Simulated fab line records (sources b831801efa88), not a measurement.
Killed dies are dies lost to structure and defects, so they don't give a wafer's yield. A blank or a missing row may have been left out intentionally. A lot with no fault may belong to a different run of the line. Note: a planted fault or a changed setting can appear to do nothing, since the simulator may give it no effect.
fab line records ; flow sky130
record: lots: 5; wafers: 15; last-day: 51
route steps=708 shown CAP2M@620 METAL4@621
lots that met no fault: taken from a fault-free run of the same line
start-h: the number of hours between the record's first day and the start of the first shown wafer of the lot ; wait-h: hours since the lot's step before ; " same as the row above ; L1.1+2: one row covering several wafers at once ; - either no value or no given start ; * or withheld: withheld ; < > ~ a bound
route shown NAME@n: a module of which the file shows steps, and the number in the route of the first ; usual: mean and standard deviation over wafers with no fault ; same: alike in all rows ; chamber/n: place in a boat ; sites: the reading at each site ; _std_site: the standard deviation of these ; _edge_site: mean of outer sites minus mean of inner sites ; radius-mm: for every site, how far away it sits from the centre of the wafer ; mask NAME#n: copy n ; behind: the tool/chamber that last shaped the wafer ; hold: why the lot was held/for how many hours/how that ended ; device: the transistor (n, p or np) that didn't switch ; end of line: the same wafers' tests at the end of the route ; for a step that has no rows: nothing shown but its recipe ; killed: at the first sort, the dies lost to defects and structure; wafer yield is something else ; map: shows each die of a wafer: x if killed, . if not, _ if none is there
set.NAME: setting as actually run; set.NAME@STEP: the setting as run at that earlier step ; model.NAME: the simulator's own value behind a step, which no gauge read
lots at selected steps of the route; one table per step, one row per wafer
services: a tool's chamber out of use, with start hour (start-h, from the record's first day; less than 0 if before it), hours out, and reason
== steps ==
step: SKY_CAP2M_CLEAN_17
recipe: chemistry: O3/DIW; dry: n2-spin
step: SKY_METAL4_DEHYDRATE_05
recipe: temp-c: 200; time-s: 60
step: SKY_METAL4_HMDS_06
recipe: prime-time-s: 60; prime-temp-c: 120
step: SKY_METAL4_COAT_07
recipe: resist: BARC; temp-c: withheld; time-s: withheld; spin-rpm: 3000; resist-thk-nm: 60
step: SKY_METAL4_COAT_08
recipe: resist: KrF-thick; spin-rpm: 3000; resist-thk-nm: 1140
step: SKY_METAL4_SOFTBAKE_09
recipe: temp-c: 100; time-s: 90; resist: KrF-thick
step: SKY_METAL4_EXPOSE_10
recipe: mask-id: MM4; na: 0.68; source-shape: annular; sigma-inner: 0.4; sigma-outer: 0.8; target-cd-nm: 300; dose-mj: 28
step: SKY_METAL4_PEB_11
recipe: peb-temp-c: withheld; peb-time-s: withheld; resist: KrF-thick
step: SKY_METAL4_DEVELOP_12
recipe: develop-time-s: 60; resist: KrF-thick; dev-temp-c: 21
step: SKY_METAL4_CD_MEAS_13
recipe: target-cd-nm: 300
usual: cd-nm: 300.1/1.6
lot.wafer;tool;chamber;start-h;wait-h;cd-nm
L624.4;cd-sem-01;-;1034.83;-;297.8
L624.5;cd-sem-01;-;1034.83;-;297.8
L624.6;cd-sem-01;-;1034.83;-;298.7
L628.2;cd-sem-01;-;1058.73;-;302.8
L628.3;cd-sem-01;-;1058.73;-;302.4
L628.4;cd-sem-01;-;1058.73;-;302.1
L633.2;cd-sem-02;-;1095.78;-;300.8
L633.3;cd-sem-02;-;1095.78;-;300.2
L633.6;cd-sem-02;-;1095.78;-;300.0
L639.1;cd-sem-02;-;1125.21;-;298.2
L639.4;cd-sem-02;-;1125.21;-;296.5
L639.5;cd-sem-02;-;1125.21;-;298.7
L640.1;cd-sem-01;-;1133.87;-;301.8
L640.4;cd-sem-01;-;1133.87;-;300.5
L640.5;cd-sem-01;-;1133.87;-;301.1
step: SKY_METAL4_OVL_MEAS_14
usual: METAL4_OVL: 3/5.4
lot.wafer;tool;chamber;start-h;wait-h;METAL4_OVL[nm]
L624.4;overlay-02;-;1034.91;0.1;-3
L624.5;overlay-02;-;1034.91;0.1;-6
L624.6;overlay-02;-;1034.91;0.1;-2
L628.2;overlay-01;-;1058.84;0.1;1
L628.3;overlay-01;-;1058.84;0.1;1
L628.4;overlay-01;-;1058.84;0.1;2
L633.2;overlay-01;-;1095.88;0.1;2
L633.3;overlay-01;-;1095.88;0.1;1
L633.6;overlay-01;-;1095.88;0.1;8
L639.1;overlay-02;-;1125.33;0.1;16
L639.4;overlay-02;-;1125.33;0.1;7
L639.5;overlay-02;-;1125.33;0.1;3
L640.1;overlay-02;-;1133.99;0.1;8
L640.4;overlay-02;-;1133.99;0.1;7
L640.5;overlay-02;-;1133.99;0.1;-3
step: SKY_METAL4_DESCUM_15
recipe: chemistry: O2; source-power-w: 150; bias-power-w: 0; pressure-mtorr: 10; temp-c: 40; time-s: 8
usual: drypump-motor-current-A: 5.82/0.23; he-backside-leak-sccm: 3.5/0.39; oes-product-au: 1.003/0.0071
same: bias-power-w: 0
lot.wafer;tool;chamber;start-h;wait-h;drypump-motor-current-A;he-backside-leak-sccm;oes-product-au;rf-hours-counter-h
L624.4;rie-metal-03;1;1034.94;0.0;5.65;3.4;1.004;-
L624.5;rie-metal-03;1;1034.94;0.0;5.64;3.4;1.013;-
L624.6;rie-metal-03;0;1034.94;0.0;6.25;3.5;1.006;-
L628.2;rie-metal-01;1;1058.87;0.0;6.03;3.8;1.002;7
L628.3;rie-metal-01;0;1058.87;0.0;5.78;3.6;0.994;-
L628.4;rie-metal-01;1;1058.87;0.0;6.04;3.5;0.999;-
L633.2;rie-metal-03;0;1095.91;0.0;6.22;5.8;1.018;14
L633.3;rie-metal-03;1;1095.91;0.0;5.65;3.4;1.013;-
L633.6;rie-metal-03;1;1095.91;0.0;5.65;3.4;1.011;-
L639.1;rie-metal-01;0;1125.36;0.0;5.76;3.7;1.003;24
L639.4;rie-metal-01;0;1125.36;0.0;5.78;3.5;0.990;-
L639.5;rie-metal-01;0;1125.36;0.0;5.79;3.5;1.002;-
L640.1;rie-metal-03;0;1134.03;0.0;6.21;3.4;1.009;17
L640.4;rie-metal-03;0;1134.03;0.0;6.19;3.4;0.996;-
L640.5;rie-metal-03;1;1134.03;0.0;5.63;3.5;1.013;-
step: SKY_METAL4_ETCH_16
recipe: chemistry: N2/H2; target: BARC; ion-energy-ev: 200; bias-w: 100; pressure-mtorr: 30; n2-flow-sccm: 100; h2-flow-sccm: 200; icp-w: 500; stop-on: SiO2; time-s: 88.2; target-depth-a: 600
usual: drypump-motor-current-A: 5.83/0.23; he-backside-leak-sccm: 3.41/0.28; oes-product-au: 0.626/0.0044; throttle-valve-pct: 13.204/0.0094
lot.wafer;tool;chamber;start-h;wait-h;drypump-motor-current-A;he-backside-leak-sccm;oes-product-au;rf-hours-counter-h;throttle-valve-pct;model.KrF-thick_of_METAL4_COAT_08.thk-nm;model.METAL4.cd-nm
L624.4;rie-metal-03;1;1034.99;0.0;5.67;3.34;0.629;-;13.198;1080;296.7
L624.5;rie-metal-03;1;1034.99;0.0;5.66;3.23;0.623;-;13.193;1071;296.7
L624.6;rie-metal-03;0;1034.99;0.0;6.25;3.49;0.630;-;13.201;1072;297
L628.2;rie-metal-01;1;1058.90;0.0;6.03;3.42;0.623;7;13.194;1074;302
L628.3;rie-metal-01;0;1058.90;0.0;5.79;3.69;0.623;-;13.206;1074;302
L628.4;rie-metal-01;1;1058.90;0.0;6.03;3.58;0.620;-;13.200;1076;301.1
L633.2;rie-metal-03;0;1095.94;0.0;6.22;3.36;0.632;14;13.191;1085;300.6
L633.3;rie-metal-03;1;1095.94;0.0;5.62;3.42;0.626;-;13.200;1079;299.3
L633.6;rie-metal-03;1;1095.94;0.0;5.63;3.41;0.634;-;13.208;1081;299
L639.1;rie-metal-01;0;1125.41;0.0;5.78;3.88;0.622;24;13.198;1100;305.2
L639.4;rie-metal-01;0;1125.41;0.0;5.76;3.75;0.628;-;13.219;1074;297.3
L639.5;rie-metal-01;0;1125.41;0.0;5.78;3.82;0.624;-;13.206;1081;299.1
L640.1;rie-metal-03;0;1134.06;0.0;6.21;3.42;0.622;17;13.200;1081;300.9
L640.4;rie-metal-03;0;1134.06;0.0;6.20;3.60;0.629;-;13.191;1082;299.3
L640.5;rie-metal-03;1;1134.06;0.0;5.62;3.41;0.624;-;13.201;1078;300.7
step: SKY_METAL4_ETCH_17
recipe: target: SiO2; stop-on: TiN; chemistry: C4F8/O2/Ar; source-w: 1500; bias-w: 1200; pressure-mtorr: 40; c4f8-flow-sccm: withheld; O2_flow_sccm: 6; Ar_flow_sccm: 300; time-s: 3.9; target-depth-a: 150
usual: oes-product-au: 0.755/0.007
lot.wafer;tool;chamber;start-h;wait-h;oes-product-au;rf-hours-counter-h
L624.4;rie-diel-04;2;1035.06;0.0;0.754;23
L624.5;rie-diel-04;1;1035.06;0.0;0.777;-
L624.6;rie-diel-04;0;1035.06;0.0;0.762;-
L628.2;rie-diel-02;2;1059.00;0.1;0.756;26
L628.3;rie-diel-02;3;1059.00;0.1;0.756;19
L628.4;rie-diel-02;0;1059.00;0.1;0.757;3
L633.2;rie-diel-02;0;1096.04;0.1;0.750;5
L633.3;rie-diel-02;1;1096.04;0.1;0.758;15
L633.6;rie-diel-02;1;1096.04;0.1;0.754;-
L639.1;rie-diel-04;0;1125.54;0.1;0.758;15
L639.4;rie-diel-04;3;1125.54;0.1;0.761;15
L639.5;rie-diel-04;2;1125.54;0.1;0.760;-
L640.1;rie-diel-04;0;1134.16;0.1;0.759;16
L640.4;rie-diel-04;1;1134.16;0.1;0.767;19
L640.5;rie-diel-04;1;1134.16;0.1;0.765;-
step: SKY_METAL4_METAL_ETCH_18
recipe: target-depth-a: 8450; stop-on: SiO2; over-etch-frac: 0.3; time-s: 183.1; chemistry: Cl2/BCl3; resist-sidewall-deg: 88; pressure-mtorr: 10; icp-w: 900; bias-w: 48.5; Cl2_flow_sccm: 60; bcl3-flow-sccm: 30
usual: drypump-motor-current-A: 5.85/0.24; he-backside-leak-sccm: 3.42/0.23; mfc-cl2-sccm: 60.01/0.16; oes-product-au: 0.866/0.0061; throttle-valve-pct: 22.264/0.009
lot.wafer;tool;chamber;start-h;wait-h;drypump-motor-current-A;he-backside-leak-sccm;mfc-cl2-sccm;oes-product-au;rf-hours-counter-h;throttle-valve-pct;model.KrF-thick_of_METAL4_COAT_08.thk-nm;model.METAL4.cd-nm
L624.4;rie-metal-04;1;1035.13;0.1;5.58;3.10;60.14;0.865;-;22.273;526.8;298.5
L624.5;rie-metal-04;1;1035.13;0.1;5.59;3.02;60.22;0.869;-;22.270;513;299.4
L624.6;rie-metal-04;0;1035.13;0.1;5.75;3.45;59.75;0.864;-;22.271;509.8;302.4
L628.2;rie-metal-03;1;1059.02;0.0;5.64;3.26;60.08;0.864;21;22.261;516.7;299.6
L628.3;rie-metal-03;1;1059.02;0.0;5.64;3.36;59.79;0.863;-;22.274;518.9;302.2
L628.4;rie-metal-03;0;1059.02;0.0;6.19;3.42;60.20;0.868;-;22.255;528.1;303.6
L633.2;rie-metal-04;1;1096.06;0.0;5.59;2.92;60.07;0.864;13;22.272;535.7;303
L633.3;rie-metal-04;1;1096.06;0.0;5.58;3.15;59.68;0.854;-;22.262;537.3;299.7
L633.6;rie-metal-04;1;1096.06;0.0;5.59;3.07;60.04;0.863;-;22.268;539.4;301.5
L639.1;rie-metal-04;0;1125.56;0.0;5.73;3.44;60.04;0.868;22;22.260;545.1;307.5
L639.4;rie-metal-04;1;1125.56;0.0;5.57;3.14;59.98;0.870;-;22.262;525.8;306.2
L639.5;rie-metal-04;0;1125.56;0.0;5.76;3.61;60.11;0.867;-;22.252;523.6;300.5
L640.1;rie-metal-04;1;1134.18;0.0;5.55;3.17;60.23;0.879;16;22.260;532.1;301.2
L640.4;rie-metal-04;1;1134.18;0.0;5.55;2.94;60.11;0.863;-;22.257;532.4;299.9
L640.5;rie-metal-04;0;1134.18;0.0;5.75;3.38;60.00;0.872;-;22.259;526.6;303.4
step: SKY_METAL4_STRIP_19
recipe: chemistry: O2/N2; power-w: 1400; pressure-mtorr: 1500; platen-temp-c: withheld; o2-flow-sccm: 3000; n2-flow-sccm: 300; overash-fraction: 0.5
usual: drypump-motor-current-A: 5.6/0.42; oes-product-au: 0.501/0.0051; strip-time-to-endpoint-s: 6.51/0.065
lot.wafer;tool;chamber;start-h;wait-h;drypump-motor-current-A;oes-product-au;rf-hours-counter-h;strip-time-to-endpoint-s
L624.4;plasma-asher-01;1;1035.29;0.1;5.2;0.490;-;6.54
L624.5;plasma-asher-01;0;1035.29;0.1;5.9;0.500;-;6.39
L624.6;plasma-asher-01;1;1035.29;0.1;5.1;0.497;-;6.35
L628.2;plasma-asher-02;1;1059.20;0.1;6.1;0.495;95;6.44
L628.3;plasma-asher-02;1;1059.20;0.1;6.1;0.499;-;6.46
L628.4;plasma-asher-02;0;1059.20;0.1;5.9;0.511;-;6.53
L633.2;plasma-asher-02;1;1096.24;0.1;6.1;0.500;99;6.61
L633.3;plasma-asher-02;0;1096.24;0.1;6.0;0.510;-;6.63
L633.6;plasma-asher-02;0;1096.24;0.1;6.0;0.502;-;6.65
L639.1;plasma-asher-01;0;1125.73;0.1;6.0;0.511;37;6.71
L639.4;plasma-asher-01;1;1125.73;0.1;5.1;0.507;-;6.53
L639.5;plasma-asher-01;0;1125.73;0.1;6.0;0.510;-;6.51
L640.1;plasma-asher-02;0;1134.35;0.1;5.9;0.503;102;6.60
L640.4;plasma-asher-02;0;1134.35;0.1;5.9;0.500;-;6.57
L640.5;plasma-asher-02;1;1134.35;0.1;6.1;0.500;-;6.53
step: SKY_METAL4_STRIP_20
recipe: chemistry: post-etch-residue-remover; time-s: 1200; temp-c: 72.5
== services ==
tool;chamber;start-h;hours;kind
rie-diel-04;0;1036.14;4.3;repair
plasma-asher-01;-;1090.32;3.4;repair
rie-diel-04;0;1100.79;10.7;repair
== key ==
first-sign: step: SKY_METAL4_STRIP_19; reading: strip-time-to-endpoint-s; direction: up; sigmas: 3; usual: *; struck: *
effect none on later readings
model-effect: step: SKY_METAL4_ETCH_16; value: KrF-thick_of_METAL4_COAT_08.thk-nm; without: 1083; struck: 1100
model-effect: step: SKY_METAL4_METAL_ETCH_18; value: KrF-thick_of_METAL4_COAT_08.thk-nm; without: 527.6; struck: 545.1
met-at SKY_METAL4_ETCH_16
struck-wafers L639.1
onset-between 1058.90 1125.41
fault: kind: process-parameter-drift; tool: rie-metal-01; chamber: -; onset-h: 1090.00; steps: SKY_METAL4_ETCH_16; channel: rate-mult; offset: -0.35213; shape: step; end-h: 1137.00; scope: struck-wafers-only
